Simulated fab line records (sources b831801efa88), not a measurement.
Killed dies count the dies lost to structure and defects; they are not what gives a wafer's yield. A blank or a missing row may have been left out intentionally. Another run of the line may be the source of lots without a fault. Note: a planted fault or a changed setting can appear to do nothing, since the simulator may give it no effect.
Struck lot and sound lot, side by side -- flow sky130 -- 21 out of 708 route steps
Sound: these wafers, L966.4, L966.5, L966.6. Struck: wafer L956.1 (left out: L956.4, a lot-mate that was not struck); the cause follows at the end.
At each step with rows: each side's tool, then ch and its chambers, then its first start. Under that, the readings that differ: sound wafers -- struck wafers -- difference of the means -- sigmas: that difference in standard deviations of wafers without a fault.
alike: readings with means less than 2 such deviations apart, plus words and numbers identical on both sides. not compared: withheld readings, readings lacking a value on some wafer, bounds such as >300 that could conceal the same value, and numbers that have no deviation in the record and whose values overlap.
Wherever a step has rows on one side only, a row that says differs or no value, or a row with sigmas, the two part there. Non-overlapping numbers with no deviation appear without sigmas and do not part them. Lack of a reading on every wafer of one side parts them only where that side has two or more wafers.

first, 1 step without rows for these wafers: SKY_RES_XHIGH_IMPLANT_07.
SKY_RES_XHIGH_STRIP_08: strips in O2/N2.
  sound on plasma-asher-01 ch 0,1, day 32 00:55; struck on plasma-asher-02 ch 1, day 28 22:34
reading,sound,struck,difference,sigmas
rf-hours-counter-h (h),- - -,22,no value on the sound wafers,
strip-time-to-endpoint-s (s),14.32 14.29 14.36,14.21,-0.11,-3
  alike: drypump-motor-current-A, oes-product-au
SKY_RES_XHIGH_TW_MEAS_09:
  sound: film-metro-02 at day 32 01:01; struck: film-metro-02 at day 28 22:40
  alike: RES_XHIGH_TW
then, 7 steps without rows for these wafers: SKY_SD_N_DEHYDRATE_00 (time 60 s); SKY_SD_N_HMDS_01 (prime time 60 s); SKY_SD_N_COAT_02 (resist thk 1140 nm); SKY_SD_N_SOFTBAKE_03 (time 60 s); SKY_SD_N_EXPOSE_04 (exposes mask NSDM, target cd 380 nm); SKY_SD_N_PEB_05; SKY_SD_N_DEVELOP_06 (develop time 60 s).
SKY_SD_N_CD_MEAS_07: the cd target is 380 nm.
  sound: cd-sem-02 at day 33 03:50; struck: cd-sem-02 at day 30 02:40
  alike: cd-nm
SKY_SD_N_OVL_MEAS_08:
  sound: overlay-01 at day 33 03:55; struck: overlay-02 at day 30 02:47
  alike: SD_N_OVL
SKY_SD_N_IMPLANT_09:
  sound on implanter-02 ch 0, day 33 04:01; struck on implanter-04 ch 0, day 30 02:49
reading,sound,struck,difference,sigmas
beam-on-s (s),21.0 20.0 19.1,15.3,-4.7,-5
faraday-current-uA,10457 10946 11471,14363,+3405,+7
then, 1 step without rows for these wafers: SKY_SD_N_IMPLANT_10.
SKY_SD_N_STRIP_11: strips in O2/N2.
  sound on plasma-asher-03 ch 0,1, day 33 04:16; struck on plasma-asher-04 ch 0, day 30 03:07
reading,sound,struck,difference,sigmas
rf-hours-counter-h (h),- - -,89,no value on the sound wafers,
strip-time-to-endpoint-s (s),22.53 22.59 22.57,21.62,-0.94,-21
  alike: drypump-motor-current-A, oes-product-au
SKY_SD_N_TW_MEAS_12:
  sound: film-metro-02 at day 33 04:22; struck: film-metro-03 at day 30 03:13
  alike: SD_N_TW
then, 1 step without rows for these wafers: SKY_SD_N_CLEAN_13 (cleans in SC1/SC2, time 150 s).
SKY_SD_N_RTA_14: time 2 s.
  sound on rtp-anneal-01 ch 0, day 33 04:28; struck on rtp-anneal-01 ch 0, day 30 03:20
  alike: lamp-power-pct, wafer_temp_C_max
SKY_SD_N_RS_MEAS_16: the measuring method here is four-point-probe.
  sound: film-metro-03 at day 33 04:41; struck: film-metro-04 at day 30 03:30
reading,sound,struck,difference,sigmas
SD_N_RS (ohm/sq),68.53 68.64 68.61,70.78,+2.19,+18
SKY_SD_N_RS_MEAS_17: the measuring method here is four-point-probe.
  sound: film-metro-03 at day 33 04:48; struck: film-metro-04 at day 30 03:37
  alike: SD_P_RS
-- the record jumps here: 17 days lie between the struck wafers' starts before and after (it left off in module SD_N and takes up again in module PAD_OPEN, whose first step shown is number 708 of the route) --
SKY_PAD_OPEN_PROBE_99:
  sound: prober-02 at day 49 12:11; struck: prober-01 at day 47 12:35
reading,sound,struck,difference,sigmas
killed-at-contacts,29 10 17,31,+12,+3
model.etest.res-ndiff.line-ohm-um,762.4 767.8 770.7,805.7,+38.7,
model.etest.sonos-uncharged.r-on-ohm-um,798.5 810.9 801.3,837.5,+33.9,
model.etest.licon-ndiff.rc-ohm,172.2 179.5 173.3,195,+20,
model.etest.res-ndiff-hv.rs-ohm-sq,112.9 112.7 111.8,117.8,+5.3,
model.etest.res-ndiff.rs-ohm-sq,118.9 119.2 118.4,124.5,+5.7,
  alike: killed_at_M0_to_M3, killed_at_M4_up, killed-at-front-end, killed-at-other, killed-dies, killed-open, killed-short

WHERE THEY PART
Last at SKY_PAD_OPEN_PROBE_99 as far as this record goes, first at SKY_RES_XHIGH_STRIP_08.

WHY: whatever the simulator had introduced
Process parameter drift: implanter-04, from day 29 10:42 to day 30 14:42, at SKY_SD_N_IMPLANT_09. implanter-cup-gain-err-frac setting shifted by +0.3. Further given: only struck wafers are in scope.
